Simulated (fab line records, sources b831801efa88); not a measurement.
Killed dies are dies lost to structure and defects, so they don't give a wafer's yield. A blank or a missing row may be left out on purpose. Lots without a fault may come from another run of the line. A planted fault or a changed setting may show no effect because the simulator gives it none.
fab line records | flow sky130
record lots=6 wafers=18 last_day=50
route steps=708 shown CAPM@541 METAL3@555 VIA3@573 PAD_OPEN@708
lots that met no fault: from a run of the same line without faults
start_h: hours from the record's first day to the start of the lot's first wafer shown | wait_h: hours since the lot's step before | " the same as in the row above | L1.1+2: a row that stands for several wafers | - no value, or no start given | * or withheld: withheld | < > ~ a bound
route shown NAME@n: a module of which the file shows steps, and the number in the route of the first | usual: mean/standard deviation of fault-free wafers | same: alike in all rows | chamber/n: place in a boat | sites: the reading at each site | _std_site: their standard deviation | _edge_site: outer sites' mean less inner sites' | radius_mm: how far each site lies from the wafer's centre | mask NAME#n: copy n | behind: the tool/chamber that last shaped the wafer | hold: why the lot was held/for how many hours/how that ended | device: the transistor (n, p or np) that didn't switch | end of line: the same wafers' tests at the end of the route | a step without rows: its recipe alone | killed: dies lost to structure and defects at the first sort, not the wafer's yield | map: a wafer's dies, x killed, . not, _ none there
set.NAME: the setting as run; set.NAME@STEP: as run at that earlier step | model.NAME: the simulator's own value behind a step, which no gauge read
lots at some steps of the route; a table a step, a row a wafer
services: from which hour (start_h, from the record's first day; less than 0 if before it) a tool's chamber was out of use, for how many hours, and why
## steps
# step SKY_CAPM_THK_MEAS_04
# recipe thk_meas_gauge=xrf reads=TiN_of_CAPM_SPUTTER_02
# usual CAPM_TIN_THK=198.9/2.3
# columns lot.wafer tool chamber start_h wait_h CAPM_TIN_THK[nm]
L906.2 film_metro-01 - 872.68 0.1 195.4
L906.4 " - " " 198.6
L906.5 " - " " 196.0
L909.1 film_metro-03 - 901.58 0.1 199.7
L909.3 " - " " 201.6
L909.5 " - " " 200.2
L916.1 film_metro-02 - 949.67 0.1 198.6
L916.3 " - " " 200.4
L916.4 " - " " 199.4
L917.1 film_metro-03 - 957.53 0.1 197.5
L917.3 " - " " 199.2
L917.5 " - " " 198.2
L923.4 film_metro-02 - 1003.77 0.1 197.4
L923.5 " - " " 201.2
L923.6 " - " " 198.4
L926.3 film_metro-01 - 1012.93 0.1 199.1
L926.4 " - " " 197.7
L926.5 " - " " 199.8
# step SKY_CAPM_DEHYDRATE_05
# recipe temp_c=200 time_s=60
# step SKY_CAPM_HMDS_06
# recipe prime_time_s=60 prime_temp_c=120
# step SKY_CAPM_COAT_07
# recipe resist=NOVOLAK spin_rpm=3000 resist_thk_nm=1140
# step SKY_CAPM_SOFTBAKE_08
# recipe temp_c=90 time_s=60 resist=NOVOLAK
# step SKY_CAPM_EXPOSE_09
# recipe mask_id=CAPM na=0.6 source_shape=conventional sigma_outer=0.6 polarization=unpolarized target_cd_nm=1000 dose_mj=159
# step SKY_CAPM_PEB_10
# recipe temp_c=withheld time_s=* resist=NOVOLAK
# step SKY_CAPM_DEVELOP_11
# recipe resist=NOVOLAK developer=TMAH develop_time_s=60 dev_temp_c=23
# step SKY_CAPM_OVL_MEAS_12
# usual CAPM_OVL=-0.7/1.4
# columns lot.wafer tool chamber start_h wait_h CAPM_OVL[nm]
L906.2 overlay-02 - 897.28 0.1 -2.3
L906.4 " - " " -2.3
L906.5 " - " " -2.0
L909.1 overlay-02 - 926.19 0.1 0.5
L909.3 " - " " -2.3
L909.5 " - " " -0.4
L916.1 overlay-01 - 973.33 0.1 -2.5
L916.3 " - " " 1.0
L916.4 " - " " 1.8
L917.1 overlay-01 - 980.84 0.1 -0.1
L917.3 " - " " 1.0
L917.5 " - " " -1.9
L923.4 overlay-01 - 1026.11 0.1 -1.1
L923.5 " - " " 0.5
L923.6 " - " " 0.7
L926.3 overlay-02 - 1034.79 0.1 -0.6
L926.4 " - " " -0.9
L926.5 " - " " -2.6
# step SKY_CAPM_METAL_ETCH_13
# recipe target_depth_nm=220 stop_on=SiO2 chemistry=Cl2/BCl3 target=TiN pressure_mtorr=10 icp_w=900 bias_w=48.5 Cl2_flow_sccm=60 bcl3_flow_sccm=30 time_s=62.9
# usual drypump_motor_current_A=5.9/0.4 oes_product_au=0.940/0.0076 throttle_valve_pct=21.903/0.011
# columns lot.wafer tool chamber start_h wait_h drypump_motor_current_A oes_product_au rf_hours_counter_h throttle_valve_pct
L906.2 rie_metal-01 0 897.31 0.0 5.9 0.923 9 21.910
L906.4 " 1 " " 6.5 0.948 - 21.900
L906.5 " 1 " " 6.5 0.926 - 21.904
L909.1 rie_metal-02 0 926.23 0.0 6.4 0.951 6 21.891
L909.3 " 1 " " 5.3 0.954 - 21.899
L909.5 " 0 " " 6.4 0.947 - 21.880
L916.1 rie_metal-01 1 973.36 0.0 6.5 0.943 11 21.911
L916.3 " 1 " " 6.5 0.939 - 21.893
L916.4 " 0 " " 5.9 0.943 - 21.903
L917.1 rie_metal-03 1 980.88 0.0 5.8 0.943 17 21.907
L917.3 " 0 " " 5.6 0.944 - 21.894
L917.5 " 0 " " 5.6 0.939 - 21.907
L923.4 rie_metal-02 0 1026.16 0.0 6.3 0.938 - 21.906
L923.5 " 1 " " 5.3 0.952 - 21.886
L923.6 " 0 " " 6.4 0.940 - 21.902
L926.3 rie_metal-01 0 1034.84 0.0 5.9 0.935 - 21.920
L926.4 " 1 " " 6.5 0.930 - 21.911
L926.5 " 0 " " 5.9 0.933 - 21.894
# step SKY_CAPM_STRIP_14
# recipe chemistry=O2/N2 power_w=1400 pressure_mtorr=1500 platen_temp_c=withheld o2_flow_sccm=3000 n2_flow_sccm=300 overash_fraction=0.5
# usual drypump_motor_current_A=5.8/0.45 o2_flow_sccm=3000/9.8 oes_product_au=0.710/0.0047 strip_time_to_endpoint_s=12.67/0.05
# columns lot.wafer tool chamber start_h wait_h drypump_motor_current_A o2_flow_sccm oes_product_au rf_hours_counter_h strip_time_to_endpoint_s
L906.2 plasma_asher-01 1 897.39 0.1 5.9 3000 0.707 109 12.69
L906.4 " 0 " " 6.1 3021 0.714 - 12.62
L906.5 " 0 " " 6.1 3014 0.712 - 12.57
L909.1 plasma_asher-02 1 926.30 0.1 5.1 2987 0.711 19 12.68
L909.3 " 0 " " 6.4 2996 0.713 - 12.70
L909.5 " 1 " " 5.0 2983 0.703 - 12.65
L916.1 plasma_asher-02 0 973.44 0.1 6.4 2997 0.707 23 12.68
L916.3 " 0 " " 6.4 2977 0.716 - 12.64
L916.4 " 1 " " 5.0 2998 0.706 - 12.69
L917.1 plasma_asher-01 0 980.95 0.1 6.1 2999 0.709 118 12.67
L917.3 " 0 " " 6.1 3021 0.715 - 12.70
L917.5 " 1 " " 5.9 2987 0.710 - 12.67
L923.4 plasma_asher-03 0 1026.24 0.1 5.7 3002 0.717 - 12.67
L923.5 " 1 " " 5.9 3007 0.710 - 12.61
L923.6 " 0 " " 5.7 3005 0.710 - 12.68
L926.3 plasma_asher-03 1 1034.92 0.1 5.9 2994 0.711 - 12.63
L926.4 " 0 " " 5.7 2980 0.714 - 12.49
L926.5 " 0 " " 5.7 2980 0.714 - 12.62
# step SKY_CAPM_STRIP_15
# recipe chemistry=post_etch_residue_remover time_s=1200 temp_c=72.5
# step SKY_CAPM_CLEAN_16
# recipe chemistry=IPA time_s=180 temp_c=25
# columns lot.wafer tool chamber start_h wait_h
L906.2+4+5 wet_bench-02 2 897.83 0.0
L909.1+3+5 wet_bench-01 2 926.74 0.0
L916.1+3+4 wet_bench-02 1 973.92 0.0
L917.1+3+5 wet_bench-02 0 981.39 0.0
L923.4+5+6 wet_bench-04 3 1026.65 0.0
L926.3+4+5 wet_bench-01 2 1035.33 0.0
# step SKY_CAPM_CLEAN_17
# recipe chemistry=O3/DIW dry=n2_spin
# step SKY_METAL3_DEHYDRATE_05
# recipe temp_c=200 time_s=60
# step SKY_METAL3_HMDS_06
# recipe prime_time_s=60 prime_temp_c=120
# step SKY_METAL3_COAT_07
# recipe resist=BARC temp_c=withheld time_s=withheld spin_rpm=3000 resist_thk_nm=60
# step SKY_METAL3_COAT_08
# recipe resist=KrF-thick spin_rpm=3000 resist_thk_nm=1140
# step SKY_METAL3_SOFTBAKE_09
# recipe temp_c=100 time_s=90 resist=KrF-thick
# step SKY_METAL3_EXPOSE_10
# recipe mask_id=MM3 na=0.68 source_shape=annular sigma_inner=0.4 sigma_outer=0.8 target_cd_nm=300 dose_mj=28
# step SKY_METAL3_PEB_11
# recipe peb_temp_c=withheld peb_time_s=withheld resist=KrF-thick
# step SKY_METAL3_DEVELOP_12
# recipe develop_time_s=60 resist=KrF-thick dev_temp_c=21
# step SKY_METAL3_CD_MEAS_13
# recipe target_cd_nm=300
# usual cd_nm=299.0/1.6
# columns lot.wafer tool chamber start_h wait_h cd_nm
L906.2 cd_sem-01 - 923.06 - 298.1
L906.4 " - " " 297.7
L906.5 " - " " 298.0
L909.1 cd_sem-01 - 950.77 - 299.2
L909.3 " - " " 300.2
L909.5 " - " " 300.9
L916.1 cd_sem-01 - 996.53 - 300.5
L916.3 " - " " 301.4
L916.4 " - " " 300.4
L917.1 cd_sem-01 - 1005.47 - 299.2
L917.3 " - " " 299.0
L917.5 " - " " 301.1
L923.4 cd_sem-02 - 1048.98 - 295.8
L923.5 " - " " 297.6
L923.6 " - " " 298.3
L926.3 cd_sem-01 - 1057.31 - 296.7
L926.4 " - " " 297.6
L926.5 " - " " 297.4
# step SKY_METAL3_OVL_MEAS_14
# usual METAL3_OVL=-1/6.6
# columns lot.wafer tool chamber start_h wait_h METAL3_OVL[nm]
L906.2 overlay-02 - 923.17 0.1 -12
L906.4 " - " " -15
L906.5 " - " " -9
L909.1 overlay-01 - 950.89 0.1 -4
L909.3 " - " " -1
L909.5 " - " " -2
L916.1 overlay-01 - 996.65 0.1 -6
L916.3 " - " " -10
L916.4 " - " " -6
L917.1 overlay-02 - 1005.59 0.1 12
L917.3 " - " " 16
L917.5 " - " " 13
L923.4 overlay-01 - 1049.06 0.1 -3
L923.5 " - " " -5
L923.6 " - " " -2
L926.3 overlay-02 - 1057.40 0.1 -7
L926.4 " - " " -2
L926.5 " - " " -3
# step SKY_METAL3_DESCUM_15
# recipe chemistry=O2 source_power_w=150 bias_power_w=0 pressure_mtorr=10 temp_c=40 time_s=8
# usual drypump_motor_current_A=5.6/0.61 oes_product_au=1.000/0.013
# columns lot.wafer tool chamber start_h wait_h drypump_motor_current_A oes_product_au rf_hours_counter_h
L906.2 rie_metal-01 1 923.20 0.0 6.5 1.021 9
L906.4 " 1 " " 6.5 1.022 -
L906.5 " 0 " " 5.9 0.998 -
L909.1 rie_metal-04 1 950.93 0.0 4.7 0.987 3
L909.3 " 0 " " 5.1 1.001 -
L909.5 " 1 " " 4.7 0.990 -
L916.1 rie_metal-04 1 996.68 0.0 4.7 0.990 6
L916.3 " 1 " " 4.7 0.992 -
L916.4 " 0 " " 5.1 1.004 -
L917.1 rie_metal-01 0 1005.63 0.0 5.9 0.985 14
L917.3 " 0 " " 5.9 0.987 -
L917.5 " 1 " " 6.5 1.015 -
L923.4 rie_metal-01 0 1049.09 0.0 5.9 0.996 -
L923.5 " 1 " " 6.5 1.026 -
L923.6 " 0 " " 5.9 0.989 -
L926.3 rie_metal-01 0 1057.43 0.0 5.9 1.000 -
L926.4 " 1 " " 6.5 1.020 -
L926.5 " 0 " " 6.0 1.001 -
# step SKY_METAL3_ETCH_16
# recipe chemistry=N2/H2 target=BARC ion_energy_ev=200 bias_w=100 pressure_mtorr=30 n2_flow_sccm=100 h2_flow_sccm=200 icp_w=500 stop_on=SiO2 time_s=88.2 target_depth_a=600
# step SKY_METAL3_ETCH_17
# recipe target=SiO2 stop_on=TiN chemistry=C4F8/O2/Ar source_w=1500 bias_w=1200 pressure_mtorr=40 c4f8_flow_sccm=withheld O2_flow_sccm=6 Ar_flow_sccm=300 time_s=3.9 target_depth_a=150
# usual oes_product_au=0.754/0.0072
# columns lot.wafer tool chamber start_h wait_h oes_product_au rf_hours_counter_h
L906.2 rie_diel-03 2 923.33 0.1 0.755 12
L906.4 " 3 " " 0.754 6
L906.5 " 2 " " 0.760 -
L909.1 rie_diel-01 0 951.06 0.1 0.758 17
L909.3 " 1 " " 0.746 10
L909.5 " 1 " " 0.757 -
L916.1 rie_diel-01 1 996.81 0.1 0.750 11
L916.3 " 2 " " 0.755 6
L916.4 " 0 " " 0.765 18
L917.1 rie_diel-03 1 1005.76 0.1 0.742 17
L917.3 " 3 " " 0.757 9
L917.5 " 0 " " 0.762 -
L923.4 rie_diel-02 1 1049.21 0.0 0.751 13
L923.5 " 0 " " 0.759 -
L923.6 " 1 " " 0.747 -
L926.3 rie_diel-03 1 1057.55 0.0 0.762 19
L926.4 " 3 " " 0.753 11
L926.5 " 1 " " 0.752 -
# step SKY_METAL3_METAL_ETCH_18
# recipe target_depth_a=8450 stop_on=SiO2 over_etch_frac=0.3 time_s=183.1 chemistry=Cl2/BCl3 resist_sidewall_deg=88 pressure_mtorr=10 icp_w=900 bias_w=48.5 Cl2_flow_sccm=60 bcl3_flow_sccm=30
# usual drypump_motor_current_A=5.5/0.56 oes_product_au=0.866/0.0063 throttle_valve_pct=22.264/0.009
# columns lot.wafer tool chamber start_h wait_h drypump_motor_current_A oes_product_au rf_hours_counter_h throttle_valve_pct
L906.2 rie_metal-03 1 923.34 0.0 5.8 0.865 13 22.269
L906.4 " 0 " " 5.6 0.872 - 22.269
L906.5 " 0 " " 5.6 0.863 - 22.257
L909.1 rie_metal-01 0 951.08 0.0 5.9 0.863 12 22.258
L909.3 " 1 " " 6.5 0.855 - 22.249
L909.5 " 0 " " 5.9 0.875 - 22.252
L916.1 rie_metal-03 0 996.83 0.0 5.6 0.859 10 22.267
L916.3 " 1 " " 5.9 0.878 - 22.268
L916.4 " 0 " " 5.6 0.868 - 22.254
L917.1 rie_metal-04 1 1005.78 0.0 4.7 0.869 6 22.268
L917.3 " 0 " " 5.0 0.869 - 22.256
L917.5 " 1 " " 4.7 0.872 - 22.265
L923.4 rie_metal-04 0 1049.29 0.1 5.1 0.861 - 22.265
L923.5 " 1 " " 4.7 0.868 - 22.266
L923.6 " 0 " " 5.1 0.874 - 22.265
L926.3 rie_metal-03 1 1057.69 0.1 5.9 0.863 - 22.259
L926.4 " 1 " " 5.8 0.878 - 22.261
L926.5 " 1 " " 5.8 0.874 - 22.285
# step SKY_METAL3_STRIP_19
# recipe chemistry=O2/N2 power_w=1400 pressure_mtorr=1500 platen_temp_c=withheld o2_flow_sccm=3000 n2_flow_sccm=300 overash_fraction=0.5
# step SKY_METAL3_STRIP_20
# recipe chemistry=post_etch_residue_remover time_s=1200 temp_c=72.5
# step SKY_METAL3_CLEAN_21
# recipe chemistry=IPA time_s=180 temp_c=25
# step SKY_METAL3_CLEAN_22
# recipe chemistry=O3/DIW dry=n2_spin
# step SKY_VIA3_HDPCVD_00
# recipe material=SiO2 target_thk_nm=1635 sigma_open_frac=0.3 time_s=272.5 temp_c=400 sih4_flow_sccm=60 pressure_mtorr=6
# step SKY_VIA3_THK_MEAS_01
# recipe reads=SiO2_of_VIA3_HDPCVD_00
# usual VIA3_HDPCVD_THK=1627/20
# columns lot.wafer tool chamber start_h wait_h VIA3_HDPCVD_THK[nm]
L906.2 film_metro-04 - 924.29 0.1 1652
L906.4 " - " " 1647
L906.5 " - " " 1633
L909.1 film_metro-03 - 952.08 0.1 1616
L909.3 " - " " 1628
L909.5 " - " " 1630
L916.1 film_metro-02 - 997.81 0.1 1608
L916.3 " - " " 1614
L916.4 " - " " 1577
L917.1 film_metro-03 - 1006.76 0.1 1640
L917.3 " - " " 1629
L917.5 " - " " 1637
L923.4 film_metro-04 - 1050.20 0.0 1599
L923.5 " - " " 1599
L923.6 " - " " 1576
L926.3 film_metro-04 - 1058.71 0.1 1604
L926.4 " - " " 1618
L926.5 " - " " 1626
# step SKY_VIA3_CMP_02
# recipe material=SiO2 down_force_psi=4 platen_rpm=60 pad_velocity_m_s=0.94248
# step SKY_VIA3_BOW_MEAS_03
# recipe mode=bow
# usual VIA3_BOW=81/7.5
# columns lot.wafer tool chamber start_h wait_h VIA3_BOW[um]
L906.2 film_metro-04 - 924.66 0.2 88
L906.4 " - " " 84
L906.5 " - " " 91
L909.1 film_metro-02 - 952.44 0.1 79
L909.3 " - " " 83
L909.5 " - " " 85
L916.1 film_metro-03 - 998.17 0.2 75
L916.3 " - " " 79
L916.4 " - " " 85
L917.1 film_metro-04 - 1007.12 0.2 77
L917.3 " - " " 70
L917.5 " - " " 69
L923.4 film_metro-02 - 1050.59 0.3 86
L923.5 " - " " 83
L923.6 " - " " 85
L926.3 film_metro-03 - 1059.09 0.1 82
L926.4 " - " " 70
L926.5 " - " " 87
# step SKY_VIA3_DEHYDRATE_04
# recipe temp_c=200 time_s=60
# step SKY_VIA3_HMDS_05
# recipe prime_time_s=60 prime_temp_c=120
# step SKY_VIA3_COAT_06
# recipe resist=BARC temp_c=withheld time_s=withheld spin_rpm=3000 resist_thk_nm=60
# step SKY_VIA3_COAT_07
# recipe resist=KrF-thick spin_rpm=3000 resist_thk_nm=450
# step SKY_VIA3_SOFTBAKE_08
# recipe temp_c=100 time_s=90 resist=KrF-thick
# step SKY_VIA3_EXPOSE_09
# recipe mask_id=VIM3 na=0.8 source_shape=annular sigma_inner=0.55 sigma_outer=0.85 target_cd_nm=200 dose_mj=38
# step SKY_PAD_OPEN_PROBE_99
# usual defect_limited_yield=82.5/1.7 killed_at_M0_to_M3=43/6.7 killed_at_M4_up=3.2/1.8 killed_at_contacts=24/4.8 killed_at_front_end=16/4.2 killed_at_other=0.3/0.56 killed_dies=86/8.5 killed_on_rim=17/3.9 killed_open=47/6.7 killed_short=39/6 sort_bin_3_pad_short=0.9/0.45 sort_bin_5_function=10.3/1.6 sort_bin_6_memory=6.3/1 sort_n_pass=406/8.5 sort_yield_pct=82.5/1.7
# same gross_dies=492 killed_at_back_side=0 sort_bin_4_leakage[%]=0 sort_bin_8_speed[%]=0
# columns lot.wafer tool chamber start_h wait_h defect_limited_yield[%] killed_at_M0_to_M3 killed_at_M4_up killed_at_contacts killed_at_front_end killed_at_other killed_dies killed_on_rim killed_open killed_short sort_bin_3_pad_short[%] sort_bin_5_function[%] sort_bin_6_memory[%] sort_n_pass sort_yield_pct[%] model.etest.tester.sort_n_pass model.etest.tester.sort_yield_pct model.etest.tester.sort_bin_5_pct model.etest.tester.sort_bin_3_pct
L906.2 prober-02 - 1090.88 0.1 82.5 43 1 26 16 0 86 11 49 37 1.4 10.6 5.5 406 82.5 406 82.52 10.57 1.423
L906.4 prober-02 - 1090.98 0.2 83.5 37 5 26 13 0 81 18 43 38 0.4 8.9 7.1 411 83.5 411 83.54 8.943 0.4065
L906.5 prober-02 - 1091.03 0.2 80.3 47 1 26 23 0 97 23 47 49 1.0 10.8 7.9 395 80.3 395 80.28 10.77 1.016
L909.1 prober-01 - 1115.53 0.1 81.7 52 3 22 12 1 90 17 48 42 0.8 11.8 5.7 402 81.7 402 81.71 11.79 0.813
L909.3 prober-01 - 1115.63 0.2 79.3 51 3 25 20 3 102 20 52 48 1.4 13.6 5.7 390 79.3 390 79.27 13.62 1.423
L909.5 prober-01 - 1115.73 0.2 84.1 35 3 20 19 1 78 11 39 39 0.6 9.1 6.1 414 84.1 414 84.15 9.146 0.6098
L916.1 prober-02 - 1151.95 0.1 78.3 27 6 29 9 36 107 24 47 24 2.2 13.0 6.5 385 78.3 385 78.25 13.01 2.236
L916.3 prober-02 - 1152.05 0.2 77.4 38 0 23 19 31 111 31 53 27 2.6 14.8 5.1 381 77.4 381 77.44 14.84 2.642
L916.4 prober-02 - 1152.10 0.2 77.0 41 4 25 14 29 113 28 46 38 3.3 13.8 5.9 379 77.0 379 77.03 13.82 3.252
L917.1 prober-01 - 1159.06 0.1 78.3 38 4 12 12 41 107 23 33 33 2.8 13.4 5.5 385 78.3 385 78.25 13.41 2.846
L917.3 prober-01 - 1159.16 0.2 76.8 25 2 32 13 42 114 31 43 29 2.6 13.8 6.7 378 76.8 378 76.83 13.82 2.642
L917.5 prober-01 - 1159.26 0.2 74.8 34 1 26 15 48 124 31 44 32 2.6 16.3 6.3 368 74.8 368 74.8 16.26 2.642
L923.4 prober-01 - 1191.06 0.2 80.5 58 4 22 12 0 96 18 56 40 1.0 11.4 7.1 396 80.5 396 80.49 11.38 1.016
L923.5 prober-01 - 1191.11 0.2 83.7 44 3 20 13 0 80 14 42 38 0.2 10.8 5.3 412 83.7 412 83.74 10.77 0.2033
L923.6 prober-01 - 1191.16 0.2 80.9 43 2 24 25 0 94 20 51 42 1.2 12.6 5.3 398 80.9 398 80.89 12.6 1.22
L926.3 prober-02 - 1197.93 0.2 83.1 42 4 20 17 0 83 19 51 31 1.2 12.0 3.7 409 83.1 409 83.13 11.99 1.22
L926.4 prober-02 - 1197.98 0.2 79.7 45 6 24 25 0 100 23 52 47 1.2 10.2 8.9 392 79.7 392 79.67 10.16 1.22
L926.5 prober-02 - 1198.03 0.2 83.1 42 3 24 14 0 83 18 43 39 1.2 10.6 5.1 409 83.1 409 83.13 10.57 1.22
# killed by level:class
L906.2 CONTACT:geometric_particle:open=11 VIA1:geometric_particle:open=11 CONTACT:geometric_particle:short=7 VIA2:geometric_particle:open=7 VIA3:geometric_particle:short=6 FIELD_ISO:geometric_particle:open=5 METAL1:geometric_particle:short=5 METAL2:geometric_particle:short=5
L906.4 CONTACT:geometric_particle:open=10 LI_CONTACT:geometric_particle:open=8 VIA1:geometric_particle:open=8 VIA3:geometric_particle:open=8 FIELD_ISO:geometric_particle:short=5 METAL4:geometric_particle:short=5 LOCAL_INTERCONNECT:geometric_particle:short=4 METAL3:geometric_particle:short=4
L906.5 CONTACT:geometric_particle:open=10 VIA1:geometric_particle:open=10 VIA3:geometric_particle:open=9 CONTACT:geometric_particle:short=7 FIELD_ISO:geometric_particle:short=5 POLY_GATE:geometric_particle:open=5 POLY_GATE:geometric_particle:short=5 METAL2:geometric_particle:short=5
L909.1 VIA1:geometric_particle:open=13 CONTACT:geometric_particle:open=9 VIA3:geometric_particle:open=8 METAL1:geometric_particle:short=6 POLY_GATE:geometric_particle:short=4 LOCAL_INTERCONNECT:geometric_particle:short=4 VIA2:geometric_particle:open=4 VIA1:geometric_particle:short=4
L909.3 VIA1:geometric_particle:open=13 VIA3:geometric_particle:open=8 CONTACT:geometric_particle:open=7 METAL2:geometric_particle:short=7 VIA2:geometric_particle:open=7 LOCAL_INTERCONNECT:geometric_particle:short=6 FIELD_ISO:geometric_particle:short=5 CONTACT:geometric_particle:short=5
L909.5 LI_CONTACT:geometric_particle:open=7 VIA2:geometric_particle:open=6 CONTACT:geometric_particle:short=5 VIA1:geometric_particle:open=5 METAL2:geometric_particle:short=5 FIELD_ISO:geometric_particle:short=4 CONTACT:geometric_particle:open=4 METAL2:geometric_particle:open=4
L916.1 CAPM:unspecified=36 CONTACT:geometric_particle:open=15 VIA1:geometric_particle:open=9 LI_CONTACT:geometric_particle:open=7 METAL4:geometric_particle:short=6 LI_CONTACT:geometric_particle:short=4 POLY_GATE:geometric_particle:open=3 METAL1:geometric_particle:open=3
L916.3 CAPM:unspecified=31 VIA1:geometric_particle:open=13 CONTACT:geometric_particle:open=9 VIA3:geometric_particle:open=7 FIELD_ISO:geometric_particle:short=5 LI_CONTACT:geometric_particle:open=5 POLY_GATE:geometric_particle:open=5 VIA2:geometric_particle:open=5
L916.4 CAPM:unspecified=29 VIA1:geometric_particle:open=12 CONTACT:geometric_particle:open=8 LI_CONTACT:geometric_particle:open=7 METAL2:geometric_particle:short=7 VIA2:geometric_particle:open=7 POLY_GATE:geometric_particle:short=6 METAL1:geometric_particle:short=5
L917.1 CAPM:unspecified=41 VIA1:geometric_particle:open=9 METAL2:geometric_particle:short=5 METAL1:geometric_particle:short=5 VIA2:geometric_particle:short=5 FIELD_ISO:geometric_particle:short=4 LI_CONTACT:geometric_particle:open=4 CONTACT:geometric_particle:open=4
L917.3 CAPM:unspecified=42 CONTACT:geometric_particle:short=8 FIELD_ISO:geometric_particle:open=7 LI_CONTACT:geometric_particle:open=7 CONTACT:geometric_particle:open=7 VIA1:geometric_particle:open=6 LOCAL_INTERCONNECT:geometric_particle:short=5 LI_CONTACT:geometric_particle:short=4
L917.5 CAPM:unspecified=48 CONTACT:geometric_particle:open=7 VIA1:geometric_particle:open=7 LI_CONTACT:geometric_particle:open=6 CONTACT:geometric_particle:short=6 VIA3:geometric_particle:open=6 FIELD_ISO:geometric_particle:open=5 POLY_GATE:geometric_particle:open=4
L923.4 VIA1:geometric_particle:open=14 VIA2:geometric_particle:open=12 VIA1:geometric_particle:short=10 LI_CONTACT:geometric_particle:open=7 VIA3:geometric_particle:open=6 POLY_GATE:geometric_particle:short=5 LOCAL_INTERCONNECT:geometric_particle:short=5 CONTACT:geometric_particle:open=5
L923.5 VIA1:geometric_particle:open=12 CONTACT:geometric_particle:open=8 VIA2:geometric_particle:open=7 FIELD_ISO:geometric_particle:open=5 METAL2:geometric_particle:short=5 VIA2:geometric_particle:short=5 LI_CONTACT:geometric_particle:open=4 FIELD_ISO:geometric_particle:short=3
L923.6 VIA1:geometric_particle:open=12 FIELD_ISO:geometric_particle:short=7 POLY_GATE:geometric_particle:open=7 POLY_GATE:geometric_particle:short=7 VIA3:geometric_particle:open=7 VIA2:geometric_particle:open=6 LOCAL_INTERCONNECT:geometric_particle:short=6 VIA1:geometric_particle:short=6
L926.3 CONTACT:geometric_particle:open=10 VIA1:geometric_particle:open=9 VIA2:geometric_particle:open=8 VIA3:geometric_particle:open=7 FIELD_ISO:geometric_particle:short=5 VIA3:geometric_particle:short=5 VIA2:geometric_particle:short=4 LI_CONTACT:geometric_particle:open=4
L926.4 CONTACT:geometric_particle:open=9 VIA1:geometric_particle:open=9 VIA2:geometric_particle:open=8 FIELD_ISO:geometric_particle:short=7 LOCAL_INTERCONNECT:geometric_particle:short=7 VIA1:geometric_particle:short=7 LI_CONTACT:geometric_particle:open=6 METAL4:geometric_particle:short=5
L926.5 CONTACT:geometric_particle:open=10 VIA2:geometric_particle:open=7 VIA1:geometric_particle:open=7 METAL3:geometric_particle:short=7 LI_CONTACT:geometric_particle:open=5 FIELD_ISO:geometric_particle:short=4 CONTACT:geometric_particle:short=4 METAL1:geometric_particle:short=4
# map L916.4 (x killed, . not)
__________..x......x_________
________x.x...x...x..._______
______.............x...._____
_____.x......x.xx.x......____
____.....xx...........x..x___
___xx.x.x....x.......x....x__
__..x.x.....x.............x._
_xxx...x...xx..x.x...........
_...x.x...........x..........
_..x.................x.......
_.....x.x..x.....x........x..
_...x.x......x.....x.......xx
_....x.x.x...........xxx.....
_.x........x.....x.x....x....
_..........x...........xxx...
__..x.x..x....x.x..........._
___...........x.....x.x.x..__
____.x.........x..x.......___
_____.xx.....xxx...x.....____
______.....xxxxxxxxx.xx._____
________....xxxxxxxxx._______
__________.xxxxxxxxx_________
# map L917.5 (x killed, . not)
__________x...x...xx_________
________..x....x......_______
______................x._____
_____.........x..........____
____x.x.x.........x.x.x.x.___
___.............x..x.......__
__xx.x.x.........x....xx...._
_.....x..x..xx...............
_.x.x.....xx.x...............
_.......x.x...x...x..........
_x........x..x............x..
_...x...x....xx..x.xx.....x..
_.....x.............x..x.....
_....x..............xx.xxxx..
_..x....x.........x..xxxxxxx.
__..x.............xxxxxxxxxx_
___........x..x.xx.xxxxxxxx__
____...........xx..xxxxxxx___
_____xx..x........xxxxxxx____
______.....x..x....xxxxx_____
________.x...........x_______
__________..xxxx...._________
## services
# columns tool chamber start_h hours kind
rie_metal-03 - 880.01 2.8 pm
rie_diel-02 0 890.25 9.2 repair
rie_diel-03 1 892.70 13.3 repair
rie_metal-03 0 900.56 21.0 repair
rie_metal-02 - 911.34 12.2 repair
rie_diel-03 3 913.71 4.5 repair
rie_diel-01 1 932.90 3.6 repair
plasma_asher-02 - 946.07 0.6 repair
rie_diel-01 0 960.96 5.5 repair
rie_metal-01 - 965.98 1.0 repair
rie_diel-02 0 1003.34 17.4 repair
rie_diel-01 - 1006.01 2.8 pm
plasma_asher-03 - 1011.69 3.7 repair
rie_diel-01 - 1026.44 14.6 pm
rie_metal-01 - 1030.40 2.8 pm
rie_metal-02 1 1030.46 - clean
rie_metal-02 1 1030.46 18.7 scheduled_down
rie_metal-02 1 1030.46 18.7 vent_cycle
rie_metal-04 - 1032.98 2.8 pm
plasma_asher-03 - 1040.95 2.7 repair
rie_diel-01 0 1043.58 13.4 repair
wet_bench-02 - 1047.65 1.2 repair
rie_metal-03 0 1050.67 18.6 repair
plasma_asher-01 - 1055.25 9.0 pm
## key
first_sign step=SKY_PAD_OPEN_PROBE_99 reading=killed_at_other direction=up sigmas=38 usual=0.3 struck=37.8
effect step=SKY_PAD_OPEN_PROBE_99 reading=sort_bin_3_pad_short direction=up sigmas=4 usual=0.9 struck=2.7
model_effect step=SKY_PAD_OPEN_PROBE_99 value=etest.tester.sort_n_pass without=411.5 struck=379.3
met_at SKY_CAPM_CLEAN_16
struck_wafers L916.1,L916.3,L916.4,L917.1,L917.3,L917.5
onset_between 897.83 973.92
fault kind=chamber_particle_source tool=wet_bench-02 chamber=- onset_h=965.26 steps=SKY_CAPM_CLEAN_16 rate_per_visit_cm2=1.1418 end_h=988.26
